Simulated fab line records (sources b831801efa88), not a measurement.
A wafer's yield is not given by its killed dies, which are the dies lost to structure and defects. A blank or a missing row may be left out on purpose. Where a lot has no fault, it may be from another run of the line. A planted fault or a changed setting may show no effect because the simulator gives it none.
The same fault as seen by 2 desks | flow gf180mcu | every desk sees just its own numbers, and what lay behind them comes last

AT THE METROLOGY DESK
What the gauges read, lot by lot, whatever tool the lot ran on: means of the sampled wafers that have a number. Marked OUT: a lot whose mean sits more than 4 standard deviations from the usual mean, which makes it out of limits; the brackets give that distance.
Columns: A = V4_W_RS at GF_V4_RS_MEAS_24, usual 0.330 ohm/sq
lot  | first seen here | A
L715 | day 24 14:08    | 0.334
L716 | day 24 21:12    | 0.329
L717 | day 24 23:26    | 0.325
L719 | day 25 11:06    | 0.327
L721 | day 26 17:31    | 0.325
L720 | day 26 18:35    | 0.324
L722 | day 26 22:22    | 0.326
L723 | day 27 03:32    | 0.335
L726 | day 27 23:18    | 0.333
L729 | day 28 23:00    | 0.327
L730 | day 29 15:46    | 0.330
L732 | day 30 05:28    | 0.335
L737 | day 31 06:30    | 0.329
This desk's finding: nothing out of limits on any of the 13 lots.

AT THE TOOL OWNER'S DESK: pecvd-02
The tool's own readings at GF_V4_CVD_02 (deposits SiO2 from TEOS, target thk 850 nm, time 94.851 s): means of the sampled wafers that have a number, for each lot that ran on this tool. Marked OUT: a lot whose mean sits more than 4 standard deviations from the usual mean, which makes it out of limits; the brackets give that distance.
Columns: A = heater-power-w at GF_V4_CVD_02, usual 624 W
lot  | first seen here | A
L716 | day 23 21:46    | 557
L719 | day 24 12:42    | 602
L721 | day 25 18:49    | 635
L723 | day 26 04:47    | 627
L726 | day 27 02:05    | 599
L729 | day 28 02:35    | 588
L730 | day 28 19:11    | 591
L732 | day 29 09:34    | 533
This desk's finding: nothing out of limits on any of the 8 lots.

BROUGHT TOGETHER
From the metrology desk's view, nothing was out of limits.
Nothing out of limits was seen by the tool owner's desk.

WHAT THE SIMULATOR HAD INSERTED
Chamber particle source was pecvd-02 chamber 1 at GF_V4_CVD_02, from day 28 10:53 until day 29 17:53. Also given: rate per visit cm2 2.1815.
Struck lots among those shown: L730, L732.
